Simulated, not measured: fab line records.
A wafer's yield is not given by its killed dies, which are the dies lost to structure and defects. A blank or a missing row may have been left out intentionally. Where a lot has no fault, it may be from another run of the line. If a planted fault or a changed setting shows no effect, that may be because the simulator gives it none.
fab line records	flow sfq_line
record: lots: 14	wafers: 41	last_day: 91
route steps=325 shown R5@213 M6@252 M7@291 M8@318
lots that met no fault: from a run of the same line without faults
start_h: hours from the record's first day to the start of the lot's first wafer shown	wait_h: hours elapsed since this lot's preceding step	" repeats the value in the row above	L1.1+2: a single row standing in for several wafers	- value missing, or start not given	* or withheld: withheld	< > ~ a bound
route shown NAME@n: names a module that has steps shown in the file, with the first one's number in the route	usual: mean and standard deviation over wafers with no fault	same: alike in all rows	chamber/n: place in a boat	sites: each site's reading	_std_site: standard deviation across them	_edge_site: inner sites' mean taken away from outer sites' mean	radius_mm: how far each site lies from the wafer's centre	mask NAME#n: copy n	behind: the tool/chamber that last shaped the wafer	hold: cause of the lot's hold/its duration in hours/its outcome	device: whichever transistor did not switch (one of n, p or np)	end of line: the route-end tests of the same wafers	a step with no rows: only its recipe	killed: dies lost to structure and defects at the first sort, not the wafer's yield	map: a wafer's dies, x killed, . not, _ none there
set.NAME: the setting as run; set.NAME@STEP: as run at that earlier step	model.NAME: the simulator's own value behind a step, which no gauge read
the route's steps for a sample of lots (tables are steps, rows are wafers)
services: the hour from which a tool's chamber was out of use, counted from the record's first day as start_h (under 0 if before that day), plus the number of hours and why
== steps ==
step: SFQ_TRILAYER_R5_DEP_SPUTTER_133
recipe: material: MoNx	base_pressure_pa: 1.33e-06	target_thk_nm: 40	power_w: 1000	time_s: 66.7	chamber_pressure_pa: 0.4
usual: throttle_valve_pct: 30.4/1
lot.wafer	tool	chamber	start_h	wait_h	throttle_valve_pct
L960.4	pvd_sputter-05	-	1539.46	0.0	29.9
L960.5	"	-	"	"	29.1
L960.6	"	-	"	"	29.3
L961.1	pvd_sputter-03	-	1542.43	0.0	29.9
L961.4	"	-	"	"	32.1
L961.6	"	-	"	"	32.0
L962.4	pvd_sputter-04	-	1551.49	0.0	31.2
L962.5	"	-	"	"	29.4
L962.6	"	-	"	"	31.2
L963.1	pvd_sputter-04	-	1563.43	0.0	29.8
L963.2	"	-	"	"	31.4
L963.4	"	-	"	"	30.5
L965.1	pvd_sputter-03	-	1578.49	0.0	29.4
L965.2	"	-	"	"	31.6
L965.3	"	-	"	"	30.0
L966.1	pvd_sputter-03	-	1605.43	0.0	30.1
L966.3	"	-	"	"	29.1
L966.6	"	-	"	"	31.7
L969.4	pvd_sputter-05	-	1608.73	0.0	30.2
L969.5	"	-	"	"	29.6
L969.6	"	-	"	"	28.8
L970.3	pvd_sputter-03	-	1611.43	0.0	31.3
L970.4	"	-	"	"	29.0
L970.5	"	-	"	"	31.9
L971.3	pvd_sputter-03	-	1621.43	0.0	31.4
L971.5	"	-	"	"	29.1
L971.6	"	-	"	"	29.8
L972.3	pvd_sputter-05	-	1623.48	0.0	29.5
L972.4	"	-	"	"	29.1
L972.6	"	-	"	"	29.2
L973.2	pvd_sputter-04	-	1626.48	0.0	31.3
L973.3	"	-	"	"	29.4
L973.4	"	-	"	"	32.0
L977.2	pvd_sputter-03	-	1671.37	0.0	31.9
L977.4	"	-	"	"	31.5
L977.6	"	-	"	"	31.9
L981.5	pvd_sputter-05	-	1678.86	0.0	29.3
L981.6	"	-	"	"	29.6
L983.2	pvd_sputter-04	-	1681.83	0.0	30.7
L983.4	"	-	"	"	29.5
L983.5	"	-	"	"	31.7
step: SFQ_TRILAYER_M6_DEP_SPUTTER_157
recipe: material: Nb	base_pressure_pa: 1.33e-06	chamber_pressure_pa: 0.1333	substrate_temp_c: 20	target_thk_nm: 200	power_w: 2000	time_s: 133.3
usual: throttle_valve_pct: 30.5/0.97
lot.wafer	tool	chamber	start_h	wait_h	throttle_valve_pct
L960.4	pvd_sputter-03	-	1713.29	0.0	31.9
L960.5	"	-	"	"	29.0
L960.6	"	-	"	"	32.0
L961.1	pvd_sputter-03	-	1743.59	0.0	31.9
L961.4	"	-	"	"	31.7
L961.6	"	-	"	"	31.5
L962.4	pvd_sputter-03	-	1756.59	0.0	32.0
L962.5	"	-	"	"	29.8
L962.6	"	-	"	"	31.5
L963.1	pvd_sputter-06	-	1784.21	0.0	28.9
L963.2	"	-	"	"	30.3
L963.4	"	-	"	"	30.6
L965.1	pvd_sputter-04	-	1793.81	0.0	31.9
L965.2	"	-	"	"	30.7
L965.3	"	-	"	"	31.1
L966.1	pvd_sputter-04	-	1827.39	0.0	32.1
L966.3	"	-	"	"	30.7
L966.6	"	-	"	"	29.5
L969.4	pvd_sputter-06	-	1833.39	0.0	28.9
L969.5	"	-	"	"	30.0
L969.6	"	-	"	"	28.9
L970.3	pvd_sputter-03	-	1835.79	0.0	30.0
L970.4	"	-	"	"	29.4
L970.5	"	-	"	"	30.1
L971.3	pvd_sputter-06	-	1836.99	0.0	30.3
L971.5	"	-	"	"	30.4
L971.6	"	-	"	"	28.9
L972.3	pvd_sputter-03	-	1838.19	0.0	29.1
L972.4	"	-	"	"	31.7
L972.6	"	-	"	"	28.9
L973.2	pvd_sputter-04	-	1840.59	0.0	31.8
L973.3	"	-	"	"	29.4
L973.4	"	-	"	"	31.5
L977.2	pvd_sputter-04	-	1877.47	0.0	31.0
L977.4	"	-	"	"	29.5
L977.6	"	-	"	"	31.8
L981.5	pvd_sputter-04	-	1883.54	0.1	31.6
L981.6	"	-	"	"	29.6
L983.2	pvd_sputter-04	-	1885.88	0.0	29.6
L983.4	"	-	"	"	30.5
L983.5	"	-	"	"	30.7
step: SFQ_M6_RS_MEAS_938
recipe: thk_meas_gauge: four-point-probe	reads: Nb_of_TRILAYER_M6_DEP_SPUTTER_157
usual: M6_NB_RS: 0.894/0.0075
lot.wafer	tool	chamber	start_h	wait_h	hold	M6_NB_RS[ohm/sq]
L960.4	film_metro-02	-	1713.44	0.1	-	0.901
L960.5	"	-	"	"	-	0.903
L960.6	"	-	"	"	-	0.900
L961.1	film_metro-04	-	1743.68	0.0	-	0.889
L961.4	"	-	"	"	-	0.886
L961.6	"	-	"	"	-	0.890
L962.4	film_metro-02	-	1756.74	0.1	-	0.884
L962.5	"	-	"	"	-	0.881
L962.6	"	-	"	"	-	0.894
L963.1	film_metro-02	-	1784.30	0.0	-	0.901
L963.2	"	-	"	"	-	0.886
L963.4	"	-	"	"	-	0.901
L965.1	film_metro-04	-	1793.90	0.0	-	0.892
L965.2	"	-	"	"	-	0.889
L965.3	"	-	"	"	-	0.886
L966.1	film_metro-01	-	1827.48	0.0	-	0.908
L966.3	"	-	"	"	-	0.899
L966.6	"	-	"	"	-	0.903
L969.4	film_metro-04	-	1833.54	0.1	-	0.876
L969.5	"	-	"	"	-	0.883
L969.6	"	-	"	"	-	0.888
L970.3	film_metro-04	-	1835.92	0.1	-	0.890
L970.4	"	-	"	"	-	0.890
L970.5	"	-	"	"	-	0.885
L971.3	film_metro-04	-	1837.12	0.1	-	0.896
L971.5	"	-	"	"	-	0.883
L971.6	"	-	"	"	-	0.893
L972.3	film_metro-01	-	1838.32	0.1	-	0.888
L972.4	"	-	"	"	-	0.891
L972.6	"	-	"	"	-	0.885
L973.2	film_metro-02	-	1840.70	0.1	-	0.901
L973.3	"	-	"	"	-	0.894
L973.4	"	-	"	"	-	0.899
L977.2	film_metro-01	-	1877.65	0.1	-	0.906
L977.4	"	-	"	"	-	0.899
L977.6	"	-	"	"	-	0.905
L981.5	film_metro-01	-	1883.67	0.1	await_dispo/0.2h/release	0.671
L981.6	"	-	"	"	await_dispo/0.2h/release	0.895
L981.5	film_metro-01	-	1883.95	0.3	-	0.671
L981.6	"	-	"	"	-	0.892
L983.2	film_metro-01	-	1886.01	0.1	await_dispo/0.2h/release	0.896
L983.4	"	-	"	"	await_dispo/0.2h/release	0.898
L983.5	"	-	"	"	await_dispo/0.2h/release	0.669
L983.2	film_metro-01	-	1886.29	0.3	-	0.895
L983.4	"	-	"	"	-	0.898
L983.5	"	-	"	"	-	0.668
step: SFQ_TRILAYER_M6_ETCH_METAL_ETCH_162
recipe: target: Nb	stop_on: SiO2	mask_material: PR	chemistry: Cl2/Ar	target_depth_nm: 240	icp_w: 600	bias_w: 80	pressure_mtorr: 10	time_s: 120
usual: chamber_pressure_mTorr: 9.999/0.01	drypump_motor_current_A: 5.9/0.34	he_backside_leak_sccm: 3.43/0.19	oes_product_au: 0.892/0.0066
lot.wafer	tool	chamber	start_h	wait_h	chamber_pressure_mTorr	drypump_motor_current_A	he_backside_leak_sccm	oes_product_au	rf_hours_counter_h
L960.4	rie_metal-03	1	1716.08	0.1	9.997	6.1	3.22	0.888	-
L960.5	"	1	"	"	9.979	6.1	3.20	0.892	-
L960.6	"	0	"	"	10.022	6.4	3.32	0.886	-
L961.1	rie_metal-02	1	1746.23	0.1	10.001	5.6	3.27	0.894	47
L961.4	"	0	"	"	10.002	6.1	3.55	0.902	-
L961.6	"	1	"	"	9.988	5.6	3.34	0.896	-
L962.4	rie_metal-01	0	1759.25	0.1	10.004	5.4	3.39	0.897	-
L962.5	"	1	"	"	9.993	5.6	3.60	0.895	-
L962.6	"	0	"	"	10.006	5.4	3.31	0.905	-
L963.1	rie_metal-03	1	1787.02	0.0	10.005	6.0	3.28	0.881	88
L963.2	"	0	"	"	10.009	6.3	3.31	0.901	95
L963.4	"	1	"	"	9.979	6.0	3.29	0.888	-
L965.1	rie_metal-03	0	1796.43	0.0	10.001	6.4	3.32	0.899	96
L965.2	"	1	"	"	10.007	6.0	3.33	0.893	89
L965.3	"	1	"	"	10.020	6.1	3.35	0.900	-
L966.1	rie_metal-03	1	1831.16	0.0	9.993	6.0	3.38	0.881	95
L966.3	"	1	"	"	9.991	6.0	3.55	0.887	-
L966.6	"	1	"	"	10.020	6.0	3.21	0.885	-
L969.4	rie_metal-03	1	1838.40	0.1	10.001	6.1	3.42	0.902	-
L969.5	"	0	"	"	10.002	6.3	3.33	0.899	-
L969.6	"	1	"	"	10.001	6.1	3.51	0.899	-
L970.3	rie_metal-01	1	1839.60	0.1	9.977	5.6	3.79	0.894	-
L970.4	"	0	"	"	10.008	5.4	3.22	0.898	-
L970.5	"	0	"	"	9.991	5.4	3.07	0.902	-
L971.3	rie_metal-01	0	1842.00	0.1	10.011	5.4	3.44	0.892	-
L971.5	"	0	"	"	9.998	5.4	3.38	0.908	-
L971.6	"	1	"	"	9.990	5.6	3.74	0.893	-
L972.3	rie_metal-03	0	1843.20	0.1	10.009	6.4	3.33	0.895	-
L972.4	"	1	"	"	9.998	6.0	3.44	0.896	-
L972.6	"	0	"	"	10.016	6.4	3.33	0.901	-
L973.2	rie_metal-02	0	1845.56	0.0	9.988	6.1	3.66	0.891	111
L973.3	"	1	"	"	10.005	5.6	3.39	0.886	-
L973.4	"	0	"	"	10.020	6.1	3.55	0.892	-
L977.2	rie_metal-01	0	1896.06	0.0	9.992	5.4	3.55	0.885	64
L977.4	"	1	"	"	10.004	5.6	3.85	0.884	-
L977.6	"	1	"	"	9.998	5.6	3.87	0.892	-
L981.5	rie_metal-02	1	1902.14	0.1	9.997	5.6	3.38	0.986	-
L981.6	"	0	"	"	10.004	6.1	3.46	0.890	-
L983.2	rie_metal-02	1	1904.46	0.0	9.997	5.6	3.24	0.899	70
L983.4	"	0	"	"	10.000	6.0	3.59	0.891	-
L983.5	"	0	"	"	10.005	6.1	3.59	0.997	-
step: SFQ_M7_OVL_MEAS_945
usual: M7_OVL: 1/5.3
lot.wafer	tool	chamber	start_h	wait_h	M7_OVL[nm]
L960.4	overlay-02	-	1837.08	0.1	1
L960.5	"	-	"	"	6
L960.6	"	-	"	"	2
L961.1	overlay-02	-	1892.36	0.1	-2
L961.4	"	-	"	"	-1
L961.6	"	-	"	"	2
L962.4	overlay-02	-	1894.78	0.1	-7
L962.5	"	-	"	"	2
L962.6	"	-	"	"	1
L963.1	overlay-01	-	1909.16	0.1	8
L963.2	"	-	"	"	8
L963.4	"	-	"	"	3
L965.1	overlay-01	-	1913.96	0.1	0
L965.2	"	-	"	"	-2
L965.3	"	-	"	"	0
L966.1	overlay-02	-	1935.39	0.1	-3
L966.3	"	-	"	"	7
L966.6	"	-	"	"	0
L969.4	overlay-02	-	1941.41	0.1	-1
L969.5	"	-	"	"	7
L969.6	"	-	"	"	1
L970.3	overlay-02	-	1942.60	0.1	-3
L970.4	"	-	"	"	-7
L970.5	"	-	"	"	-5
L971.3	overlay-02	-	1943.80	0.1	2
L971.5	"	-	"	"	-1
L971.6	"	-	"	"	5
L972.3	overlay-02	-	1946.20	0.1	-1
L972.4	"	-	"	"	-2
L972.6	"	-	"	"	2
L973.2	overlay-02	-	1947.40	0.1	-3
L973.3	"	-	"	"	-5
L973.4	"	-	"	"	-3
L977.2	overlay-02	-	1994.57	0.1	-1
L977.4	"	-	"	"	-4
L977.6	"	-	"	"	-9
L981.5	overlay-02	-	2000.59	0.0	11
L981.6	"	-	"	"	3
L983.2	overlay-02	-	2004.17	0.1	5
L983.4	"	-	"	"	13
L983.5	"	-	"	"	5
step: SFQ_M8_OVL_MEAS_948
usual: M8_OVL: 2/4.2
lot.wafer	tool	chamber	start_h	wait_h	M8_OVL[nm]
L960.4	overlay-02	-	1952.20	0.1	1
L960.5	"	-	"	"	-1
L960.6	"	-	"	"	0
L961.1	overlay-02	-	1990.81	0.1	1
L961.4	"	-	"	"	-5
L961.6	"	-	"	"	2
L962.4	overlay-02	-	1993.23	0.1	0
L962.5	"	-	"	"	-2
L962.6	"	-	"	"	-1
L963.1	overlay-02	-	2011.35	0.1	-2
L963.2	"	-	"	"	7
L963.4	"	-	"	"	5
L965.1	overlay-02	-	2107.06	0.1	5
L965.2	"	-	"	"	7
L965.3	"	-	"	"	10
L966.1	overlay-01	-	2125.06	0.1	8
L966.3	"	-	"	"	-4
L966.6	"	-	"	"	4
L969.4	overlay-02	-	2131.08	0.1	4
L969.5	"	-	"	"	9
L969.6	"	-	"	"	4
L970.3	overlay-02	-	2132.27	0.1	3
L970.4	"	-	"	"	8
L970.5	"	-	"	"	13
L971.3	overlay-02	-	2137.07	0.1	-1
L971.5	"	-	"	"	2
L971.6	"	-	"	"	9
L972.3	overlay-02	-	2140.67	0.1	0
L972.4	"	-	"	"	6
L972.6	"	-	"	"	0
L973.2	overlay-01	-	2141.87	0.1	-1
L973.3	"	-	"	"	-3
L973.4	"	-	"	"	1
L977.2	overlay-02	-	2173.81	0.1	7
L977.4	"	-	"	"	4
L977.6	"	-	"	"	2
L981.5	overlay-02	-	2179.83	0.0	2
L981.6	"	-	"	"	0
L983.2	overlay-02	-	2182.21	0.1	3
L983.4	"	-	"	"	0
L983.5	"	-	"	"	5
== services ==
tool	chamber	start_h	hours	kind
pvd_sputter-05	3	1523.04	-	consumable_replace:kit
pvd_sputter-05	3	1523.04	18.0	scheduled_down
pvd_sputter-06	-	1527.81	1.7	repair
rie_metal-01	1	1554.49	14.8	repair
pvd_sputter-03	-	1566.02	1.8	repair
pvd_sputter-03	-	1613.15	5.4	repair
pvd_sputter-04	-	1614.92	2.7	repair
rie_metal-01	-	1702.78	0.2	repair
pvd_sputter-05	-	1703.39	1.0	repair
pvd_sputter-04	2	1708.42	-	consumable_replace:kit
pvd_sputter-04	2	1708.42	18.0	scheduled_down
pvd_sputter-04	2	1708.42	18.0	vent_cycle
pvd_sputter-03	-	1714.90	8.0	repair
pvd_sputter-03	-	1767.51	4.6	repair
pvd_sputter-03	-	1771.27	0.5	repair
pvd_sputter-03	-	1776.58	1.9	repair
pvd_sputter-03	-	1782.41	2.5	repair
pvd_sputter-06	-	1786.19	9.1	repair
pvd_sputter-05	-	1812.41	8.0	repair
pvd_sputter-03	-	1823.49	8.0	repair
rie_metal-01	0	1843.55	2.5	repair
pvd_sputter-05	-	1847.08	5.4	repair
pvd_sputter-05	-	1883.99	8.1	repair
pvd_sputter-04	-	1887.56	6.5	repair
== key ==
first_sign: step: SFQ_M6_RS_MEAS_938	reading: visit	direction: added
effect: step: SFQ_M6_RS_MEAS_938	reading: M6_NB_RS	direction: down	sigmas: 30	usual: 0.894	struck: 0.670
effect: step: SFQ_TRILAYER_M6_ETCH_METAL_ETCH_162	reading: oes_product_au	direction: up	sigmas: 15	usual: 0.892	struck: 0.992
met_at SFQ_TRILAYER_M6_DEP_SPUTTER_157
struck_lots L981,L983
struck_wafers L981.5,L983.5
not_acting_at SFQ_TRILAYER_R5_DEP_SPUTTER_133,SFQ_M7_OVL_MEAS_945,SFQ_M8_OVL_MEAS_948
onset_between 1877.47 1883.54
fault: kind: process_parameter_drift	tool: pvd_sputter-04	chamber: -	onset_h: 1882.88	steps: SFQ_TRILAYER_M6_DEP_SPUTTER_157	channel: target_thk_nm	offset: 67.54	shape: step	end_h: 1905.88	scope: struck_wafers_only	acts_in: these_recipes_only	stated: 200
